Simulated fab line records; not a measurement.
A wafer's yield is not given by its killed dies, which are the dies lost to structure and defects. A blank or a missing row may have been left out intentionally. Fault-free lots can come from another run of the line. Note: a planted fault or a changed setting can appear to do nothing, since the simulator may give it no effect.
Lot-split experiment / flow gf180mcu / on a route of 602 steps: 5 lots, 27 wafers read

## SPLIT DETAILS
At GF_TOP_METAL_SPUTTER_04 (material TiN, target thk 25 nm, time 20.8 s), the setting timeS was moved away from the recipe's 20.8 s on 9 of the 27 wafers read, by -23.8% to +59.8%. This setting was run at the recipe's value on the other wafers.

The split's own step is where the reading is taken.

## THE READING
TiN_of_TOP_METAL_SPUTTER_04.thkNm (the simulator's own value, which no gauge read), in nm, at GF_TOP_METAL_SPUTTER_04 (material TiN, target thk 25 nm, time 20.8 s). The file gives no usual value for it. The 18 wafers here that ran the recipe average 24.70 nm, standard deviation 0.19 nm.

wafer=L076.1; tool, chamber at the split=pvdSputter-04, -; timeS as run, s=20.8; against the recipe=recipe; TiN_of_TOP_METAL_SPUTTER_04.thkNm, nm=24.51; against lot-mates on the recipe=-
wafer=L076.2; tool, chamber at the split=pvdSputter-04, -; timeS as run, s=20.8; against the recipe=recipe; TiN_of_TOP_METAL_SPUTTER_04.thkNm, nm=24.86; against lot-mates on the recipe=-
wafer=L076.6; tool, chamber at the split=pvdSputter-04, -; timeS as run, s=20.8; against the recipe=recipe; TiN_of_TOP_METAL_SPUTTER_04.thkNm, nm=24.86; against lot-mates on the recipe=-
wafer=L076.3; tool, chamber at the split=pvdSputter-04, -; timeS as run, s=20.8; against the recipe=recipe; TiN_of_TOP_METAL_SPUTTER_04.thkNm, nm=24.61; against lot-mates on the recipe=-
wafer=L076.4; tool, chamber at the split=pvdSputter-04, -; timeS as run, s=20.8; against the recipe=recipe; TiN_of_TOP_METAL_SPUTTER_04.thkNm, nm=24.56; against lot-mates on the recipe=-
wafer=L076.5; tool, chamber at the split=pvdSputter-04, -; timeS as run, s=20.8; against the recipe=recipe; TiN_of_TOP_METAL_SPUTTER_04.thkNm, nm=24.85; against lot-mates on the recipe=-
wafer=L079.2; tool, chamber at the split=pvdSputter-04, -; timeS as run, s=20.8; against the recipe=recipe; TiN_of_TOP_METAL_SPUTTER_04.thkNm, nm=24.79; against lot-mates on the recipe=-
wafer=L079.3; tool, chamber at the split=pvdSputter-04, -; timeS as run, s=20.8; against the recipe=recipe; TiN_of_TOP_METAL_SPUTTER_04.thkNm, nm=24.83; against lot-mates on the recipe=-
wafer=L079.6; tool, chamber at the split=pvdSputter-04, -; timeS as run, s=20.8; against the recipe=recipe; TiN_of_TOP_METAL_SPUTTER_04.thkNm, nm=24.93; against lot-mates on the recipe=-
wafer=L080.1; tool, chamber at the split=pvdSputter-03, -; timeS as run, s=15.85; against the recipe=-23.8%; TiN_of_TOP_METAL_SPUTTER_04.thkNm, nm=18.94; against lot-mates on the recipe=-5.64
wafer=L080.2; tool, chamber at the split=pvdSputter-03, -; timeS as run, s=20.8; against the recipe=recipe; TiN_of_TOP_METAL_SPUTTER_04.thkNm, nm=24.45; against lot-mates on the recipe=-
wafer=L080.3; tool, chamber at the split=pvdSputter-03, -; timeS as run, s=15.85; against the recipe=-23.8%; TiN_of_TOP_METAL_SPUTTER_04.thkNm, nm=18.57; against lot-mates on the recipe=-6.01
wafer=L080.4; tool, chamber at the split=pvdSputter-03, -; timeS as run, s=15.85; against the recipe=-23.8%; TiN_of_TOP_METAL_SPUTTER_04.thkNm, nm=18.89; against lot-mates on the recipe=-5.69
wafer=L080.5; tool, chamber at the split=pvdSputter-03, -; timeS as run, s=20.8; against the recipe=recipe; TiN_of_TOP_METAL_SPUTTER_04.thkNm, nm=24.39; against lot-mates on the recipe=-
wafer=L080.6; tool, chamber at the split=pvdSputter-03, -; timeS as run, s=20.8; against the recipe=recipe; TiN_of_TOP_METAL_SPUTTER_04.thkNm, nm=24.91; against lot-mates on the recipe=-
wafer=L081.1; tool, chamber at the split=pvdSputter-04, -; timeS as run, s=26.97; against the recipe=+29.7%; TiN_of_TOP_METAL_SPUTTER_04.thkNm, nm=32.23; against lot-mates on the recipe=+7.70
wafer=L081.2; tool, chamber at the split=pvdSputter-04, -; timeS as run, s=26.97; against the recipe=+29.7%; TiN_of_TOP_METAL_SPUTTER_04.thkNm, nm=32.07; against lot-mates on the recipe=+7.54
wafer=L081.4; tool, chamber at the split=pvdSputter-04, -; timeS as run, s=26.97; against the recipe=+29.7%; TiN_of_TOP_METAL_SPUTTER_04.thkNm, nm=32.07; against lot-mates on the recipe=+7.54
wafer=L081.3; tool, chamber at the split=pvdSputter-04, -; timeS as run, s=20.8; against the recipe=recipe; TiN_of_TOP_METAL_SPUTTER_04.thkNm, nm=24.4; against lot-mates on the recipe=-
wafer=L081.5; tool, chamber at the split=pvdSputter-04, -; timeS as run, s=20.8; against the recipe=recipe; TiN_of_TOP_METAL_SPUTTER_04.thkNm, nm=24.68; against lot-mates on the recipe=-
wafer=L081.6; tool, chamber at the split=pvdSputter-04, -; timeS as run, s=20.8; against the recipe=recipe; TiN_of_TOP_METAL_SPUTTER_04.thkNm, nm=24.5; against lot-mates on the recipe=-
wafer=L084.1; tool, chamber at the split=pvdSputter-04, -; timeS as run, s=33.24; against the recipe=+59.8%; TiN_of_TOP_METAL_SPUTTER_04.thkNm, nm=39.53; against lot-mates on the recipe=+14.70
wafer=L084.2; tool, chamber at the split=pvdSputter-04, -; timeS as run, s=20.8; against the recipe=recipe; TiN_of_TOP_METAL_SPUTTER_04.thkNm, nm=24.77; against lot-mates on the recipe=-
wafer=L084.3; tool, chamber at the split=pvdSputter-04, -; timeS as run, s=33.24; against the recipe=+59.8%; TiN_of_TOP_METAL_SPUTTER_04.thkNm, nm=39.75; against lot-mates on the recipe=+14.92
wafer=L084.4; tool, chamber at the split=pvdSputter-04, -; timeS as run, s=20.8; against the recipe=recipe; TiN_of_TOP_METAL_SPUTTER_04.thkNm, nm=24.75; against lot-mates on the recipe=-
wafer=L084.5; tool, chamber at the split=pvdSputter-04, -; timeS as run, s=20.8; against the recipe=recipe; TiN_of_TOP_METAL_SPUTTER_04.thkNm, nm=24.96; against lot-mates on the recipe=-
wafer=L084.6; tool, chamber at the split=pvdSputter-04, -; timeS as run, s=33.24; against the recipe=+59.8%; TiN_of_TOP_METAL_SPUTTER_04.thkNm, nm=39.46; against lot-mates on the recipe=+14.63

FIT RESULTS
A straight line over all 27 wafers: TiN_of_TOP_METAL_SPUTTER_04.thkNm changes by +0.249 nm for each +1% of timeS; r = +1.00; the points scatter about the line by 0.18 nm.
The same after taking each lot's own level away (the mean of its wafers on the recipe; 27 wafers): +0.247 nm for each +1%; r = +1.00; scatter 0.17 nm.
That fit puts the effect of the largest move of timeS on the reading at 15 nm.
Measured against the standard deviation above, the lots' own levels, which go from 24.527 to 24.850 nm, span 1.7 times it.
Consequently the slope shifts little with the lot-to-lot level, the two slopes agreeing.
Check: +14.9 nm against its lot-mates is what the line predicts for one of the wafers moved furthest among these (+59.8%) when that wafer is left out of the fit. It came out at +14.7 nm against them.

## OTHER SPLITS ON THESE WAFERS
Other splits were also applied to these wafers ahead of the reading. Each is held against what the fit with the lots' levels taken away leaves over:
other split on the same wafers=GF_DUAL_GATE_OXIDATION_15 oxTimeS; wafers away from the commonest value=18; r with TiN_of_TOP_METAL_SPUTTER_04.thkNm (lot level and that fit taken away)=-0.28
other split on the same wafers=GF_CONTACT_SPUTTER_22 timeS; wafers away from the commonest value=9; r with TiN_of_TOP_METAL_SPUTTER_04.thkNm (lot level and that fit taken away)=-0.06
other split on the same wafers=GF_M1_METAL_ETCH_16 timeS; wafers away from the commonest value=12; r with TiN_of_TOP_METAL_SPUTTER_04.thkNm (lot level and that fit taken away)=+0.38
other split on the same wafers=GF_M2_SPUTTER_00 timeS; wafers away from the commonest value=6; r with TiN_of_TOP_METAL_SPUTTER_04.thkNm (lot level and that fit taken away)=+0.07
other split on the same wafers=GF_V3_CVD_02 timeS; wafers away from the commonest value=6; r with TiN_of_TOP_METAL_SPUTTER_04.thkNm (lot level and that fit taken away)=-0.10
other split on the same wafers=GF_M4_SPUTTER_03 timeS; wafers away from the commonest value=9; r with TiN_of_TOP_METAL_SPUTTER_04.thkNm (lot level and that fit taken away)=-0.27
other split on the same wafers=GF_MIM_SPUTTER_03 timeS; wafers away from the commonest value=12; r with TiN_of_TOP_METAL_SPUTTER_04.thkNm (lot level and that fit taken away)=+0.33

## THE FILE'S OWN FIT
TiN_of_TOP_METAL_SPUTTER_04.thkNm changes by +0.248 nm for each +1% of timeS, r = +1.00.
